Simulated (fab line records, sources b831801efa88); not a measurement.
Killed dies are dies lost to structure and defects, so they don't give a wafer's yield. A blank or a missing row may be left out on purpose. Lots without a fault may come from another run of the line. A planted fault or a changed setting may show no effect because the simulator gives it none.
One fault seen from 2 desks | flow gf180mcu | each desk has only its own numbers; what lay behind them comes last

THE TOOL OWNER'S DESK: lpcvd-01
The tool's own readings at GF_STI_CVD_03 (deposits Si3N4 from DCS/NH3, target thk 207.16 nm, time 3551 s): means of the sampled wafers that have a number, for each lot that ran on this tool. A lot is out of limits, marked OUT, if its mean lies more than 4 standard deviations from the usual mean; the brackets give that distance.
Columns: A = spike_tc_centre_C at GF_STI_CVD_03, usual 770.9 C
lot  | first seen here | A
L124 | day 1 12:11     | 770.4
L125 | day 1 16:34     | 771.0
L135 | day 3 19:17     | 769.2
L138 | day 4 09:34     | 771.5
L141 | day 5 01:00     | 770.1
This desk's finding: nothing out of limits on any of the 5 lots.

THE METROLOGY DESK
What the gauges read, lot by lot, whatever tool the lot ran on: means of the sampled wafers that have a number. A lot is out of limits, marked OUT, if its mean lies more than 4 standard deviations from the usual mean; the brackets give that distance.
Columns: A = STI_CVD_03_THK at GF_STI_THK_MEAS_04, usual 207.4 nm; B = POLY_GATE_OVL at GF_POLY_GATE_OVL_MEAS_11, usual -3 nm; C = cd_nm at GF_HV_LDD_CD_MEAS_07, usual 400.7 nm
lot  | first seen here | A                | B  | C
L124 | day 1 14:10     | 208.1            | -0 | 398.8
L125 | day 1 18:34     | 204.7            | -3 | 400.5
L126 | day 1 23:34     | 208.1            | -9 | 403.8
L129 | day 2 14:34     | 205.1            | -7 | 399.6
L131 | day 3 00:34     | 210.3            | 1  | 397.7
L135 | day 3 21:17     | 207.0            | -4 | 400.3
L138 | day 4 11:34     | 219.0 (+6.8) OUT | -2 | 399.7
L141 | day 5 03:00     | 209.3            | -3 | 399.9
L142 | day 5 08:10     | 208.4            | -9 | 401.1
L143 | day 5 12:34     | 206.8            | -3 | 398.7
L145 | day 5 22:34     | 205.5            | -8 | 406.9
L147 | day 6 09:49     | 207.7            | -1 | 399.9
This desk's finding: out of limits on L138; first on L138, day 4 11:34 (STI_CVD_03_THK at GF_STI_THK_MEAS_04). In limits: L124, L125, L126, L129, L131, L135, L141, L142, L143, L145, L147.

PUT TOGETHER
The metrology desk could have raised an alarm at day 4 11:34, on L138.
The tool owner's desk saw nothing out of limits.
The tool owner's desk has L138 on record, within its limits.
Of the lots named, all ran GF_STI_CVD_03 on lpcvd-01.

WHAT THE SIMULATOR HAD PUT IN
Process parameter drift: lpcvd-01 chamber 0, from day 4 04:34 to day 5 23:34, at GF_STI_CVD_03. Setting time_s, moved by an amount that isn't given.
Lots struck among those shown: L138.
Hours from the fault's start to each desk's first reading out of limits: the metrology desk, 7.
